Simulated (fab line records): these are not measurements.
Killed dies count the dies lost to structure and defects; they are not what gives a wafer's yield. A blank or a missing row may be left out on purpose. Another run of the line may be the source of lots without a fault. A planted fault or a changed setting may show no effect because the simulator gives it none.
fab line records ; flow sfq_line
record lots=6; wafers=18; last_day=89
route steps=325 shown M5@198 A5B@209
lots that met no fault: from a run of the same line without faults
start_h: hours from the record's first day to the start of the lot's first wafer shown ; wait_h: how many hours have passed since the lot's step before this one ; " as in the row above ; L1.1+2: a single row standing in for several wafers ; - value missing, or start not given ; * or withheld: withheld ; < > ~ a bound
route shown NAME@n: a module of which the file shows steps, and the number in the route of the first ; usual: mean and standard deviation over wafers with no fault ; same: alike in all rows ; chamber/n: place in a boat ; sites: each site's reading ; _std_site: standard deviation of those values ; _edge_site: the outer-site mean with the inner-site mean subtracted ; radius_mm: for every site, how far away it sits from the centre of the wafer ; mask NAME#n: copy n ; behind: the most recent tool/chamber to have shaped the wafer ; hold: reason for holding the lot/hours on hold/outcome of the hold ; device: the transistor (n, p or np) that didn't switch ; end of line: tests of these same wafers at the route's end ; step lacking rows: just its recipe ; killed: not the wafer's yield, but the dies lost to structure and defects at the first sort ; map: a wafer's dies, x killed, . not, _ none there
set.NAME: the setting that was run; set.NAME@STEP: the one run at that earlier step ; model.NAME: the simulator's own value behind a step, which no gauge read
certain route steps with their lots: each step a table, each wafer a row
services: from which hour (start_h, from the record's first day; less than 0 if before it) a tool's chamber was out of use, for how many hours, and why
## steps
# step SFQ_TRILAYER_M5_LITHO_COAT_128
# recipe resist=BARC; spin_rpm=3000; resist_thk_nm=62
# step SFQ_TRILAYER_M5_LITHO_COAT_123
# recipe resist=KrF; spin_rpm=3000; resist_thk_nm=600
# step SFQ_TRILAYER_M5_LITHO_SOFTBAKE_127
# recipe temp_c=withheld; time_s=withheld; resist=KrF
# step SFQ_TRILAYER_M5_LITHO_EXPOSE_124
# recipe mask_id=M5; na=0.6; source_shape=conventional; sigma_outer=0.65; target_cd_nm=700; dose_mj=14.4
# step SFQ_TRILAYER_M5_LITHO_PEB_126
# recipe peb_temp_c=115; peb_time_s=60; resist=KrF
# step SFQ_TRILAYER_M5_LITHO_DEVELOP_125
# recipe time_s=60; resist=KrF
# step SFQ_M5_OVL_MEAS_932
# usual M5_OVL=-2/4.2
lot.wafer;tool;chamber;start_h;wait_h;M5_OVL[nm]
L718.3;overlay-02;-;1154.02;0.1;-1
L718.4;overlay-02;-;1154.02;0.1;-12
L718.5;overlay-02;-;1154.02;0.1;-6
L725.1;overlay-02;-;1242.54;0.1;6
L725.2;overlay-02;-;1242.54;0.1;6
L725.3;overlay-02;-;1242.54;0.1;2
L726.1;overlay-01;-;1249.64;0.1;0
L726.5;overlay-01;-;1249.64;0.1;-1
L726.6;overlay-01;-;1249.64;0.1;-6
L727.1;overlay-02;-;1255.81;0.1;-5
L727.3;overlay-02;-;1255.81;0.1;-4
L727.6;overlay-02;-;1255.81;0.1;1
L739.2;overlay-01;-;1647.72;0.1;-10
L739.4;overlay-01;-;1647.72;0.1;-1
L739.5;overlay-01;-;1647.72;0.1;-8
L741.1;overlay-01;-;1659.71;0.1;6
L741.3;overlay-01;-;1659.71;0.1;6
L741.6;overlay-01;-;1659.71;0.1;1
# step SFQ_TRILAYER_M5_BARC_OPEN_METAL_ETCH_161
# recipe mask_material=PR; chemistry=O2; target_depth_nm=125; target=BARC; icp_w=600; bias_w=80; pressure_mtorr=10; time_s=41.7
# usual drypump_motor_current_A=5.50/0.26; oes_product_au=0.685/0.005
lot.wafer;tool;chamber;start_h;wait_h;drypump_motor_current_A;oes_product_au;rf_hours_counter_h
L718.3;rie_metal-02;1;1154.06;0.0;5.81;0.680;-
L718.4;rie_metal-02;0;1154.06;0.0;5.23;0.674;-
L718.5;rie_metal-02;0;1154.06;0.0;5.24;0.690;-
L725.1;rie_metal-03;1;1242.58;0.0;5.79;0.684;31
L725.2;rie_metal-03;0;1242.58;0.0;5.17;0.684;98
L725.3;rie_metal-03;0;1242.58;0.0;5.14;0.677;-
L726.1;rie_metal-01;0;1249.67;0.0;5.39;0.678;93
L726.5;rie_metal-01;1;1249.67;0.0;5.58;0.676;-
L726.6;rie_metal-01;0;1249.67;0.0;5.41;0.680;-
L727.1;rie_metal-02;0;1255.85;0.0;5.21;0.689;64
L727.3;rie_metal-02;0;1255.85;0.0;5.22;0.689;-
L727.6;rie_metal-02;1;1255.85;0.0;5.81;0.681;-
L739.2;rie_metal-02;0;1647.75;0.0;5.22;0.689;111
L739.4;rie_metal-02;0;1647.75;0.0;5.21;0.684;-
L739.5;rie_metal-02;0;1647.75;0.0;5.21;0.688;-
L741.1;rie_metal-02;1;1659.75;0.0;5.81;0.695;96
L741.3;rie_metal-02;1;1659.75;0.0;5.81;0.689;-
L741.6;rie_metal-02;0;1659.75;0.0;5.24;0.679;-
# step SFQ_TRILAYER_M5_ETCH_METAL_ETCH_126
# recipe target=Nb; stop_on=SiO2; mask_material=PR; over_etch_frac=0.15; time_s=203.2; chemistry=Cl2/BCl3; target_depth_nm=265; icp_w=600; bias_w=80; pressure_mtorr=10
# usual drypump_motor_current_A=5.51/0.26; oes_product_au=0.727/0.0069
lot.wafer;tool;chamber;start_h;wait_h;drypump_motor_current_A;oes_product_au;rf_hours_counter_h
L718.3;rie_metal-02;1;1154.17;0.1;5.82;0.736;-
L718.4;rie_metal-02;0;1154.17;0.1;5.19;0.724;-
L718.5;rie_metal-02;0;1154.17;0.1;5.21;0.726;-
L725.1;rie_metal-03;1;1242.63;0.0;5.83;0.721;31
L725.2;rie_metal-03;0;1242.63;0.0;5.16;0.723;98
L725.3;rie_metal-03;0;1242.63;0.0;5.18;0.730;-
L726.1;rie_metal-01;0;1249.73;0.0;5.45;0.733;93
L726.5;rie_metal-01;1;1249.73;0.0;5.57;0.737;-
L726.6;rie_metal-01;0;1249.73;0.0;5.46;0.732;-
L727.1;rie_metal-02;0;1255.91;0.0;5.23;0.718;64
L727.3;rie_metal-02;0;1255.91;0.0;5.21;0.733;-
L727.6;rie_metal-02;1;1255.91;0.0;5.83;0.735;-
L739.2;rie_metal-02;0;1647.80;0.0;5.20;0.726;111
L739.4;rie_metal-02;0;1647.80;0.0;5.20;0.737;-
L739.5;rie_metal-02;0;1647.80;0.0;5.23;0.736;-
L741.1;rie_metal-02;1;1659.80;0.0;5.80;0.722;96
L741.3;rie_metal-02;1;1659.80;0.0;5.83;0.721;-
L741.6;rie_metal-02;0;1659.80;0.0;5.22;0.724;-
# step SFQ_TRILAYER_M5_STRIP_STRIP_127
# recipe gas=O2; power_w=200; platen_temp_c=40; overash_fraction=0.65; chemistry=O2; pressure_mtorr=50
# usual drypump_motor_current_A=5.50/0.27; oes_product_au=1.001/0.0081
lot.wafer;tool;chamber;start_h;wait_h;drypump_motor_current_A;oes_product_au;rf_hours_counter_h
L718.3;rie_metal-02;1;1154.50;0.3;5.84;0.996;-
L718.4;rie_metal-02;0;1154.50;0.3;5.23;0.994;-
L718.5;rie_metal-02;0;1154.50;0.3;5.23;1.000;-
L725.1;rie_metal-03;1;1242.83;0.1;5.80;1.015;31
L725.2;rie_metal-03;0;1242.83;0.1;5.19;1.010;98
L725.3;rie_metal-03;0;1242.83;0.1;5.19;1.012;-
L726.1;rie_metal-01;0;1249.93;0.1;5.37;0.994;94
L726.5;rie_metal-01;1;1249.93;0.1;5.58;1.002;-
L726.6;rie_metal-01;0;1249.93;0.1;5.41;0.995;-
L727.1;rie_metal-02;0;1256.10;0.1;5.21;0.993;64
L727.3;rie_metal-02;0;1256.10;0.1;5.21;1.002;-
L727.6;rie_metal-02;1;1256.10;0.1;5.82;1.008;-
L739.2;rie_metal-02;0;1648.00;0.1;5.21;0.995;112
L739.4;rie_metal-02;0;1648.00;0.1;5.21;1.000;-
L739.5;rie_metal-02;0;1648.00;0.1;5.20;1.004;-
L741.1;rie_metal-02;1;1660.00;0.1;5.82;1.005;96
L741.3;rie_metal-02;1;1660.00;0.1;5.83;0.998;-
L741.6;rie_metal-02;0;1660.00;0.1;5.22;1.000;-
# step SFQ_TRILAYER_M5_STRIP_SOLV_CLEAN_128
# recipe chemistry=NMP; temp_c=70; time_s=600
# step SFQ_TRILAYER_A5B_DEP_PECVD_129
# recipe material=SiO2; temp_c=150; time_s=133.33; pressure_torr=2.4; rf_w=183.3; precursor=SiH4/N2O; target_thk_nm=600
# usual heater_power_w=89/16; throttle_valve_pct=24.1/1.1
lot.wafer;tool;chamber;start_h;wait_h;heater_power_w;since_wet_clean_h;throttle_valve_pct
L718.3;pecvd-01;1;1155.07;0.0;69;947;24.6
L718.4;pecvd-01;2;1155.07;0.0;83;-;23.5
L718.5;pecvd-01;0;1155.07;0.0;112;-;25.0
L725.1;pecvd-03;1;1243.60;0.0;70;1405;23.3
L725.2;pecvd-03;0;1243.60;0.0;74;1405;22.8
L725.3;pecvd-03;2;1243.60;0.0;116;1405;25.9
L726.1;pecvd-04;0;1250.70;0.0;82;303;24.8
L726.5;pecvd-04;0;1250.70;0.0;84;-;25.0
L726.6;pecvd-04;2;1250.70;0.0;79;-;22.7
L727.1;pecvd-01;1;1256.89;0.0;72;1049;24.6
L727.3;pecvd-01;2;1256.89;0.0;77;1049;23.9
L727.6;pecvd-01;1;1256.89;0.0;75;-;24.4
L739.2;pecvd-04;2;1648.79;0.0;95;702;23.7
L739.4;pecvd-04;0;1648.79;0.0;77;-;25.8
L739.5;pecvd-04;2;1648.79;0.0;97;-;23.5
L741.1;pecvd-01;1;1660.77;0.0;66;1453;24.7
L741.3;pecvd-01;0;1660.77;0.0;96;1453;24.9
L741.6;pecvd-01;2;1660.77;0.0;87;-;24.0
# step SFQ_TRILAYER_A5B_CMP_CMP_130
# recipe stop_on=Nb; down_force_psi=3; platen_rpm=60; target_thk_nm=340.7
# usual head_pressure_psi=3.000/0.007; motor_current_A=10.1/0.86; slurry_filter_dp_kPa=13.51/0.13
lot.wafer;tool;chamber;start_h;wait_h;head_pressure_psi;motor_current_A;slurry_filter_dp_kPa
L718.4;cmp-01;0;1174.77;19.6;2.999;9.0;13.63
L718.3;cmp-01;2;1175.77;20.6;3.003;10.6;13.47
L718.5;cmp-01;1;1177.27;22.1;3.004;11.0;13.39
L725.2;cmp-02;2;1253.15;9.5;3.001;9.0;13.52
L725.1;cmp-02;3;1253.15;9.5;2.995;11.8;13.75
L725.3;cmp-02;0;1253.15;9.5;2.994;9.6;13.52
L726.1;cmp-02;2;1263.15;12.4;2.689;8.9;13.46
L726.5;cmp-02;0;1264.15;13.4;2.998;9.6;13.53
L726.6;cmp-02;1;1264.15;13.4;2.990;10.1;13.45
L727.1;cmp-02;2;1268.15;11.2;2.686;8.6;13.54
L727.3;cmp-02;1;1269.65;12.7;3.006;9.7;13.49
L727.6;cmp-02;2;1269.65;12.7;2.683;8.7;13.43
L739.2;cmp-01;0;1649.88;1.0;3.007;8.9;13.23
L739.4;cmp-01;1;1649.88;1.0;3.005;10.7;13.05
L739.5;cmp-01;0;1651.88;3.0;3.009;9.2;13.38
L741.3;cmp-01;0;1662.48;1.7;3.002;9.2;13.66
L741.1;cmp-01;2;1663.48;2.7;3.004;10.4;13.40
L741.6;cmp-01;3;1663.48;2.7;2.999;10.5;13.45
# step SFQ_TRILAYER_A5B_METRO_MEASURE_131
# usual thk_nm=341/5.7
lot.wafer;tool;chamber;start_h;wait_h;thk_nm
L718.3;film_metro-04;-;1178.17;1.9;340
L718.4;film_metro-04;-;1178.17;1.9;347
L718.5;film_metro-04;-;1178.17;1.9;347
L725.1;film_metro-04;-;1256.15;2.0;345
L725.2;film_metro-04;-;1256.15;2.0;342
L725.3;film_metro-04;-;1256.15;2.0;348
L726.1;film_metro-02;-;1265.15;1.5;334
L726.5;film_metro-02;-;1265.15;1.5;337
L726.6;film_metro-02;-;1265.15;1.5;340
L727.1;film_metro-03;-;1271.15;2.5;338
L727.3;film_metro-03;-;1271.15;2.5;338
L727.6;film_metro-03;-;1271.15;2.5;332
L739.2;film_metro-02;-;1652.58;2.2;342
L739.4;film_metro-02;-;1652.58;2.2;348
L739.5;film_metro-02;-;1652.58;2.2;347
L741.1;film_metro-04;-;1664.98;1.0;334
L741.3;film_metro-04;-;1664.98;1.0;332
L741.6;film_metro-04;-;1664.98;1.0;319
## services
tool;chamber;start_h;hours;kind
cmp-01;-;1134.32;2.8;repair
cmp-01;-;1142.89;1.9;repair
cmp-02;-;1152.82;1.3;repair
pecvd-01;-;1166.89;5.5;pm
rie_metal-01;1;1183.37;1.2;repair
film_metro-04;-;1206.34;3.2;pm
cmp-01;-;1211.15;0.8;repair
cmp-01;-;1225.02;6.5;repair
film_metro-04;-;1225.49;3.2;repair
cmp-01;-;1255.53;5.0;pm
film_metro-04;-;1257.47;4.0;repair
cmp-01;-;1260.55;4.0;pm
cmp-01;-;1272.21;4.9;repair
film_metro-04;-;1281.78;0.4;pm
cmp-01;-;1292.30;4.8;pm
rie_metal-02;-;1298.99;0.2;repair
cmp-02;-;1339.95;1.6;repair
rie_metal-02;0;1361.22;2.4;repair
film_metro-04;-;1368.59;1.7;pm
cmp-01;-;1375.38;6.5;repair
rie_metal-02;1;1387.53;2.1;repair
cmp-02;-;1400.46;1.4;repair
rie_metal-02;0;1476.11;10.8;repair
rie_metal-02;-;1576.83;2.8;pm
## key
first_sign step=SFQ_TRILAYER_A5B_CMP_CMP_130; reading=head_pressure_psi; direction=down; sigmas=45; usual=3.000; struck=2.686
effect none on later readings
met_at SFQ_TRILAYER_A5B_CMP_CMP_130
struck_wafers L726.1,L727.1,L727.6
fault kind=process_parameter_drift; tool=cmp-02; chamber=2; onset_h=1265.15; steps=SFQ_TRILAYER_A5B_CMP_CMP_130; channel=down_force_psi; offset=-0.30648; shape=step; end_h=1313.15; acts_in=these_recipes_only; stated=3
